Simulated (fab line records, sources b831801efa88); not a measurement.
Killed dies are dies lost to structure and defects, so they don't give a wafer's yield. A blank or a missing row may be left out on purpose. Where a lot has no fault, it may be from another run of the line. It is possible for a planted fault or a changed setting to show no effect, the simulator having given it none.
Which tool is to blame? -- flow sky130 -- 72 wafers from 24 lots sampled at 6 of the route's 708 steps

WHAT THE GAUGES SHOWED, per wafer
SKY_VIA1_CD_MEAS_12 targets a cd of 150 nm. Usual: 149.6 nm for cd-nm, sd 1.4.
lot,measured,on,cd-nm (nm),flag
L074,day 33 14:26,cd-sem-02,148.9 149.9 150.4,
L075,day 34 00:47,cd-sem-02,148.5 148.8 149.1,
L076,day 35 18:32,cd-sem-02,151.1 150.4 152.0,
L078,day 35 18:53,cd-sem-01,149.4 149.9 149.1,
L077,day 35 20:23,cd-sem-01,148.7 149.9 148.5,
L080,day 36 04:01,cd-sem-01,149.8 149.2 150.0,
L079,day 36 05:35,cd-sem-01,148.7 149.5 147.8,
L082,day 36 12:20,cd-sem-01,147.9 148.3 147.1,
L081,day 36 14:46,cd-sem-02,150.6 150.6 149.4,
L084,day 36 21:31,cd-sem-02,149.8 148.4 149.6,
L083,day 37 02:23,cd-sem-01,151.4 149.7 150.5,
L085,day 37 06:14,cd-sem-01,147.5 149.6 150.6,
L086,day 37 10:22,cd-sem-01,148.7 152.0 148.7,
L087,day 37 22:46,cd-sem-01,152.4 151.9 152.1,
L088,day 37 23:23,cd-sem-01,150.7 151.1 149.4,
L089,day 38 10:40,cd-sem-02,149.7 149.1 149.9,
L090,day 38 19:43,cd-sem-02,150.6 150.3 151.4,
L091,day 38 23:59,cd-sem-01,147.5 148.0 146.3,
L092,day 39 11:58,cd-sem-01,149.2 149.9 148.1,
L093,day 39 19:19,cd-sem-01,149.6 148.6 148.7,
L094,day 39 23:09,cd-sem-01,148.6 149.7 150.1,
L095,day 40 02:29,cd-sem-02,149.1 148.8 149.1,
L096,day 40 15:50,cd-sem-02,151.5 152.7 151.1,
L097,day 40 17:10,cd-sem-02,147.1 148.0 147.3,

SKY_VIA1_RS_MEAS_22: the measuring method here is four-point-probe. Usual: VIA1_W_RS gives 0.427 ohm/sq (standard deviation 0.0054).
lot,measured,on,VIA1_W_RS (ohm/sq),flag
L074,day 33 15:26,film-metro-04,0.433 0.434 0.427,
L075,day 34 01:47,film-metro-03,0.440 0.427 0.438,
L076,day 35 19:32,film-metro-03,0.427 0.421 0.421,
L078,day 35 19:53,film-metro-02,0.437 0.433 0.433,
L077,day 35 21:23,film-metro-04,0.422 0.425 0.424,
L080,day 36 05:03,film-metro-03,0.439 0.440 0.427,
L079,day 36 06:37,film-metro-04,0.427 0.427 0.421,
L082,day 36 13:20,film-metro-02,0.424 0.427 0.420,
L081,day 36 15:45,film-metro-03,0.422 0.434 0.425,
L084,day 36 22:31,film-metro-04,0.431 0.441 0.424,
L083,day 37 03:23,film-metro-03,0.425 0.437 0.424,
L085,day 37 07:14,film-metro-03,0.416 0.426 0.415,
L086,day 37 11:22,film-metro-02,0.424 0.433 0.432,
L087,day 37 23:45,film-metro-04,0.422 0.424 0.422,
L088,day 38 00:23,film-metro-02,0.421 0.422 0.425,
L089,day 38 11:39,film-metro-03,0.417 0.420 0.424,
L090,day 38 20:48,film-metro-03,0.432 0.435 0.426,
L091,day 39 00:59,film-metro-04,0.421 0.429 0.417,
L092,day 39 12:58,film-metro-03,0.425 0.428 0.434,
L093,day 39 20:19,film-metro-03,0.430 0.439 0.432,
L094,day 40 00:11,film-metro-03,0.423 0.426 0.419,
L095,day 40 03:31,film-metro-03,0.429 0.427 0.434,
L096,day 40 17:15,film-metro-02,0.425 0.426 0.427,
L097,day 40 18:34,film-metro-03,0.422 0.423 0.422,

WHICH TOOL RAN EACH LOT (tool, then ch and the chambers of the sampled wafers, then the start)
lot,SKY_CONTACT_SPUTTER_23,SKY_METAL1_SPUTTER_01,SKY_METAL1_SPUTTER_02,SKY_METAL1_DESCUM_17
L074,"pvd-sputter-02, day 31 07:58","pvd-sputter-01, day 31 08:39","pvd-sputter-01, day 31 08:40","rie-metal-01 ch 0,1, day 32 11:28"
L075,"pvd-sputter-03, day 31 17:22","pvd-sputter-01, day 31 18:03","pvd-sputter-01, day 31 18:04","rie-metal-01 ch 1, day 32 20:48"
L076,"pvd-sputter-03, day 33 09:56","pvd-sputter-04, day 33 10:53","pvd-sputter-04, day 33 10:54","rie-metal-01 ch 0, day 34 14:06"
L078,"pvd-sputter-03, day 33 11:41","pvd-sputter-03, day 33 12:22","pvd-sputter-03, day 33 12:23","rie-metal-02 ch 0,1, day 34 15:28"
L077,"pvd-sputter-04, day 33 12:53","pvd-sputter-01, day 33 13:34","pvd-sputter-01, day 33 13:35","rie-metal-04 ch 0,1, day 34 17:03"
L080,"pvd-sputter-02, day 33 21:02","pvd-sputter-03, day 33 21:43","pvd-sputter-03, day 33 21:44","rie-metal-02 ch 0,1, day 35 01:20"
L079,"pvd-sputter-04, day 33 23:12","pvd-sputter-01, day 33 23:52","pvd-sputter-01, day 33 23:54","rie-metal-04 ch 0,1, day 35 02:49"
L082,"pvd-sputter-02, day 34 05:43","pvd-sputter-01, day 34 06:23","pvd-sputter-01, day 34 06:25","rie-metal-01 ch 0,1, day 35 09:00"
L081,"pvd-sputter-02, day 34 07:31","pvd-sputter-04, day 34 08:11","pvd-sputter-04, day 34 08:12","rie-metal-01 ch 0,1, day 35 11:09"
L084,"pvd-sputter-04, day 34 14:10","pvd-sputter-01, day 34 14:50","pvd-sputter-01, day 34 14:52","rie-metal-01 ch 0,1, day 35 17:27"
L083,"pvd-sputter-03, day 34 20:19","pvd-sputter-03, day 34 20:59","pvd-sputter-03, day 34 21:01","rie-metal-04 ch 0,1, day 35 23:09"
L085,"pvd-sputter-03, day 34 23:47","pvd-sputter-04, day 35 00:27","pvd-sputter-04, day 35 00:29","rie-metal-02 ch 0,1, day 36 02:51"
L086,"pvd-sputter-02, day 35 04:11","pvd-sputter-03, day 35 04:52","pvd-sputter-03, day 35 04:53","rie-metal-01 ch 0,1, day 36 06:27"
L087,"pvd-sputter-03, day 35 16:02","pvd-sputter-01, day 35 16:42","pvd-sputter-01, day 35 16:44","rie-metal-02 ch 0,1, day 36 18:32"
L088,"pvd-sputter-04, day 35 16:52","pvd-sputter-01, day 35 17:33","pvd-sputter-01, day 35 17:34","rie-metal-01 ch 0,1, day 36 19:03"
L089,"pvd-sputter-03, day 36 03:25","pvd-sputter-04, day 36 04:05","pvd-sputter-04, day 36 04:07","rie-metal-02 ch 0,1, day 37 06:23"
L090,"pvd-sputter-02, day 36 13:28","pvd-sputter-04, day 36 14:09","pvd-sputter-04, day 36 14:10","rie-metal-02 ch 0,1, day 37 16:51"
L091,"pvd-sputter-02, day 36 17:45","pvd-sputter-03, day 36 18:25","pvd-sputter-03, day 36 18:27","rie-metal-02 ch 0,1, day 37 21:37"
L092,"pvd-sputter-04, day 37 06:44","pvd-sputter-03, day 37 07:24","pvd-sputter-03, day 37 07:25","rie-metal-04 ch 0,1, day 38 10:26"
L093,"pvd-sputter-02, day 37 14:14","pvd-sputter-01, day 37 15:01","pvd-sputter-01, day 37 15:03","rie-metal-02 ch 0,1, day 38 17:20"
L094,"pvd-sputter-03, day 37 17:37","pvd-sputter-01, day 37 18:33","pvd-sputter-01, day 37 18:35","rie-metal-01 ch 0,1, day 38 21:07"
L095,"pvd-sputter-02, day 37 22:20","pvd-sputter-01, day 37 23:00","pvd-sputter-01, day 37 23:02","rie-metal-02 ch 0, day 39 00:27"
L096,"pvd-sputter-04, day 38 12:53","pvd-sputter-04, day 38 13:34","pvd-sputter-04, day 38 13:35","rie-metal-01 ch 0,1, day 39 13:40"
L097,"pvd-sputter-03, day 38 13:29","pvd-sputter-03, day 38 14:10","pvd-sputter-03, day 38 14:11","rie-metal-01 ch 0,1, day 39 14:59"
- SKY_CONTACT_SPUTTER_23: material TiN, target thk 20 nm, time 80 s.
- SKY_METAL1_SPUTTER_01: material TiN, target thk 20 nm, time 16.7 s.
- SKY_METAL1_SPUTTER_02: material AlCu, target thk 250 nm, time 13.3 s.
- SKY_METAL1_DESCUM_17: chemistry O2, time 8 s.

AS READ BY THE TOOLS THEMSELVES (means over the sampled wafers that have a number; for cases with no such wafer, the mark the record gives instead)
SKY_CONTACT_SPUTTER_23. Usual: 29.4 % for throttle-valve-pct, sd 1.5.
lot,tool,throttle-valve-pct (%),flag
L074,pvd-sputter-02,27.8,
L075,pvd-sputter-03,29.9,
L076,pvd-sputter-03,30.2,
L078,pvd-sputter-03,30.2,
L077,pvd-sputter-04,30.1,
L080,pvd-sputter-02,27.5,
L079,pvd-sputter-04,29.4,
L082,pvd-sputter-02,28.4,
L081,pvd-sputter-02,30.1,
L084,pvd-sputter-04,29.2,
L083,pvd-sputter-03,30.4,
L085,pvd-sputter-03,30.5,
L086,pvd-sputter-02,30.2,
L087,pvd-sputter-03,30.1,
L088,pvd-sputter-04,28.8,
L089,pvd-sputter-03,30.1,
L090,pvd-sputter-02,30.2,
L091,pvd-sputter-02,28.0,
L092,pvd-sputter-04,29.9,
L093,pvd-sputter-02,30.3,
L094,pvd-sputter-03,30.3,
L095,pvd-sputter-02,28.7,
L096,pvd-sputter-04,28.6,
L097,pvd-sputter-03,30.1,

SKY_METAL1_SPUTTER_01. Usual: 30.1 % for throttle-valve-pct, sd 1.1.
lot,tool,throttle-valve-pct (%),flag
L074,pvd-sputter-01,29.5,
L075,pvd-sputter-01,30.7,
L076,pvd-sputter-04,29.5,
L078,pvd-sputter-03,29.7,
L077,pvd-sputter-01,31.4,
L080,pvd-sputter-03,30.6,
L079,pvd-sputter-01,30.1,
L082,pvd-sputter-01,31.4,
L081,pvd-sputter-04,29.1,
L084,pvd-sputter-01,30.4,
L083,pvd-sputter-03,29.8,
L085,pvd-sputter-04,28.8,
L086,pvd-sputter-03,29.9,
L087,pvd-sputter-01,30.4,
L088,pvd-sputter-01,30.2,
L089,pvd-sputter-04,28.7,
L090,pvd-sputter-04,29.1,
L091,pvd-sputter-03,30.0,
L092,pvd-sputter-03,30.1,
L093,pvd-sputter-01,29.5,
L094,pvd-sputter-01,31.1,
L095,pvd-sputter-01,30.2,
L096,pvd-sputter-04,28.7,
L097,pvd-sputter-03,29.8,

SKY_METAL1_SPUTTER_02. Usual: 30.1 % for throttle-valve-pct, sd 1.1.
lot,tool,throttle-valve-pct (%),flag
L074,pvd-sputter-01,29.7,
L075,pvd-sputter-01,30.6,
L076,pvd-sputter-04,29.7,
L078,pvd-sputter-03,29.7,
L077,pvd-sputter-01,31.5,
L080,pvd-sputter-03,30.6,
L079,pvd-sputter-01,30.1,
L082,pvd-sputter-01,31.5,
L081,pvd-sputter-04,29.1,
L084,pvd-sputter-01,30.4,
L083,pvd-sputter-03,29.8,
L085,pvd-sputter-04,28.8,
L086,pvd-sputter-03,29.8,
L087,pvd-sputter-01,30.6,
L088,pvd-sputter-01,30.3,
L089,pvd-sputter-04,28.5,
L090,pvd-sputter-04,29.2,
L091,pvd-sputter-03,30.1,
L092,pvd-sputter-03,30.1,
L093,pvd-sputter-01,29.5,
L094,pvd-sputter-01,31.2,
L095,pvd-sputter-01,30.1,
L096,pvd-sputter-04,28.8,
L097,pvd-sputter-03,29.8,

SKY_METAL1_DESCUM_17. Usual: drypump-motor-current-A 5.4 A, standard deviation 0.31; oes-product-au 0.995 a.u., standard deviation 0.016.
lot,tool,drypump-motor-current-A (A),oes-product-au (a.u.),flag
L074,rie-metal-01,5.5,1.007,
L075,rie-metal-01,5.8,1.023,
L076,rie-metal-01,5.0,0.984,
L078,rie-metal-02,5.6,0.991,
L077,rie-metal-04,5.2,1.001,
L080,rie-metal-02,5.6,0.990,
L079,rie-metal-04,5.2,1.004,
L082,rie-metal-01,5.3,0.999,
L081,rie-metal-01,5.3,0.998,
L084,rie-metal-01,5.3,0.992,
L083,rie-metal-04,5.2,1.007,
L085,rie-metal-02,5.5,0.987,
L086,rie-metal-01,5.5,1.001,
L087,rie-metal-02,5.6,0.984,
L088,rie-metal-01,5.3,0.998,
L089,rie-metal-02,5.5,0.984,
L090,rie-metal-02,5.6,0.979,
L091,rie-metal-02,5.5,0.989,
L092,rie-metal-04,5.3,0.993,
L093,rie-metal-02,5.6,0.982,
L094,rie-metal-01,5.5,1.012,
L095,rie-metal-02,5.6,0.989,
L096,rie-metal-01,5.3,0.991,
L097,rie-metal-01,5.5,1.006,

THE ANSWER, worked out from the rows above alone
Rule: take the mean of a lot's wafers that have a number; if it is more than 3 standard deviations from the usual mean, the lot is off. A lot without any number at a reading at which 4 lots or more have one is off too. All remaining lots with rows at the step are treated as sound. Order of review: gauges by route order, followed by the tools' own readings, for which a lot's mean as printed above is used. The first step at which some lot is off is used, and at that step the reading that is off furthest; a lot without a number counts as furthest.
None of the lots is off at any reading shown; this tells nothing.

WHAT WAS PUT IN BY THE SIMULATOR
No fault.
